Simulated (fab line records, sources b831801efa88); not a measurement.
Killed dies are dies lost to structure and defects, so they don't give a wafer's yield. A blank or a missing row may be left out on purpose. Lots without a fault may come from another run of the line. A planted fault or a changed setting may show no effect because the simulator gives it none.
One fault seen from 2 desks | flow sfq_line | each desk has only its own numbers; what lay behind them comes last

THE METROLOGY DESK
What the gauges read, lot by lot, whatever tool the lot ran on: means of the sampled wafers that have a number. A lot is out of limits, marked OUT, if its mean lies more than 4 standard deviations from the usual mean; the brackets give that distance.
Columns: A = M7_OVL at SFQ_M7_OVL_MEAS_945, usual 0 nm
lot  | first seen here | A
L444 | day 72 23:40    | -4
L445 | day 73 00:52    | 4
L447 | day 73 03:16    | -4
L448 | day 75 23:08    | -1
L449 | day 76 01:32    | 8
L454 | day 82 02:04    | -11
L455 | day 82 06:46    | 1
L456 | day 82 09:10    | -7
L458 | day 82 19:10    | -6
L459 | day 87 03:11    | 0
L460 | day 88 00:47    | 7
L462 | day 89 00:55    | -3
L463 | day 89 08:11    | -0
L464 | day 89 14:11    | 4
This desk's finding: nothing out of limits on any of the 14 lots.

THE TOOL OWNER'S DESK: rie_metal-03
The tool's own readings at SFQ_TRILAYER_M7_BARC_OPEN_METAL_ETCH_229 (etches BARC in O2, target depth 125 nm, time 41.7 s): means of the sampled wafers that have a number, for each lot that ran on this tool. A lot is out of limits, marked OUT, if its mean lies more than 4 standard deviations from the usual mean; the brackets give that distance.
Columns: A = drypump_motor_current_A at SFQ_TRILAYER_M7_BARC_OPEN_METAL_ETCH_229, usual 6.03 A; B = oes_product_au at SFQ_TRILAYER_M7_BARC_OPEN_METAL_ETCH_229, usual 0.685 a.u.; C = rf_fwd_power_W at SFQ_TRILAYER_M7_BARC_OPEN_METAL_ETCH_229, usual 594.5 W
lot  | first seen here | A    | B     | C
L445 | day 73 00:55    | 6.11 | 0.689 | 595.0
L448 | day 75 23:11    | 6.10 | 0.685 | 596.7
L449 | day 76 01:35    | 6.24 | 0.689 | 596.4
L454 | day 82 02:05    | 6.26 | 0.686 | 597.0
L455 | day 82 06:48    | 6.22 | 0.687 | 627.7 (+12) OUT
L456 | day 82 09:12    | 6.10 | 0.685 | 661.2 (+25) OUT
This desk's finding: out of limits on L455, L456; first on L455, day 82 06:48 (rf_fwd_power_W at SFQ_TRILAYER_M7_BARC_OPEN_METAL_ETCH_229). In limits: L445, L448, L449, L454.

PUT TOGETHER
The tool owner's desk could have raised an alarm at day 82 06:48, on L455, L456.
The metrology desk saw nothing out of limits.
The metrology desk has L455, L456 on record, within its limits.
Of the lots named, all ran SFQ_TRILAYER_M7_BARC_OPEN_METAL_ETCH_229 on rie_metal-03.

WHAT THE SIMULATOR HAD PUT IN
Process parameter drift: rie_metal-03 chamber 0, from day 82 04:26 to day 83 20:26, at SFQ_TRILAYER_M7_BARC_OPEN_METAL_ETCH_229. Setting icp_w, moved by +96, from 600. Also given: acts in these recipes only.
Lots struck among those shown: L455, L456.
Hours from the fault's start to each desk's first reading out of limits: the tool owner's desk, 2.
